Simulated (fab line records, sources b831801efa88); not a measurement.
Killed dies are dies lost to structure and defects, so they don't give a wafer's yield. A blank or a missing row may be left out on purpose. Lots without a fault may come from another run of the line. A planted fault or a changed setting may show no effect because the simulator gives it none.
Problem report in the 8D (eight disciplines) form, filled by code | flow sky130 | the parts of the form that need people (team, actions taken, sign-off) are left out

1. THE PROBLEM
cd_nm at SKY_CONTACT_CD_MEAS_14 reads a mean of 133.3 nm on 3 wafers of 2 lots; wafers without a fault read 169.5 nm with a standard deviation of 1.6. That is -23 standard deviations from the usual mean.
The step: target cd 170 nm.
First seen on wafer L417.1, day 36 08:01, on cd_sem-01. The record holds 38 wafers of 13 lots with a number at this step. Rule for "out", or "out of limits": more than 4 standard deviations from the usual mean. The other wafers with a number count as sound.

2. WHAT IT IS AND WHAT IT IS NOT
question                    | is                     | is not
which readings at this step | cd_nm                  | -
which lots                  | L417, L420             | L405, L406, L407, L408, L409, L411, L412, L413, L414, L415, L424
which wafers of those lots  | L417.1, L417.5, L420.5 | L420.4, L420.6
read on which gauges        | cd_sem-01, cd_sem-02   | -
when                        | from day 36 08:01      | up to then (30 sound wafers); but 5 sound wafers of L420, L424 came after

3. SUSPECTS, AND WHAT RULES EACH OUT
Counting: a tool at a process step up to the reading stays a suspect if it ran every lot that is out. Sound lots after the first of them don't rule it out here, since some wafers of a struck lot are sound.
- the gauge at SKY_CONTACT_CD_MEAS_14: ruled out. The wafers that are out were read on 2 gauges (cd_sem-01, cd_sem-02).
- krf_scanner-02 at SKY_CONTACT_EXPOSE_11 (exposes mask CTM1, target cd 170 nm): kept. It ran every lot that is out, first L417 (day 35 19:19); its last sound lot up to then is L415 (day 34 17:56).
Left after counting: krf_scanner-02 at SKY_CONTACT_EXPOSE_11.

4. THE CAUSE (what the simulator had put in)
Process parameter drift: krf_scanner-02, from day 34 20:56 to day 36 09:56, at SKY_CONTACT_EXPOSE_11. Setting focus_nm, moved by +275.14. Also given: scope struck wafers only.
Counting left only this tool.

5. THE CHAIN OF EFFECTS, in route order
Each row: a reading whose mean over the struck wafers that have a number lies more than 3 standard deviations from the usual. Only readings for which the record gives a usual standard deviation are gone through. hours: the time from each lot's start at the first step in this table that gives one to its start at this step, as a median over the lots. sigmas: the change in usual standard deviations.
hours | step                   | reading            | usual    | on struck wafers | change | sigmas
0     | SKY_CONTACT_CD_MEAS_14 | cd_nm              | 169.5 nm | 133.3            | -36.2  | -23
313   | SKY_PAD_OPEN_PROBE_99  | killed_at_contacts | 24       | 367              | +343   | +70
313   | SKY_PAD_OPEN_PROBE_99  | killed_dies        | 85       | 417              | +332   | +38
313   | SKY_PAD_OPEN_PROBE_99  | killed_on_rim      | 16       | 94               | +78    | +19
The process steps in it:
- SKY_PAD_OPEN_PROBE_99

6. WHAT WOULD HAVE CAUGHT IT SOONER
In this record the first reading out of limits at a measuring or inspecting step was taken at day 36 08:01, 35 hours after the fault began at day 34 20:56.
All the lots that are out (2) had begun SKY_CONTACT_EXPOSE_11 on krf_scanner-02 by day 36 08:01. A hold on the tool at that time would have spared none of them.
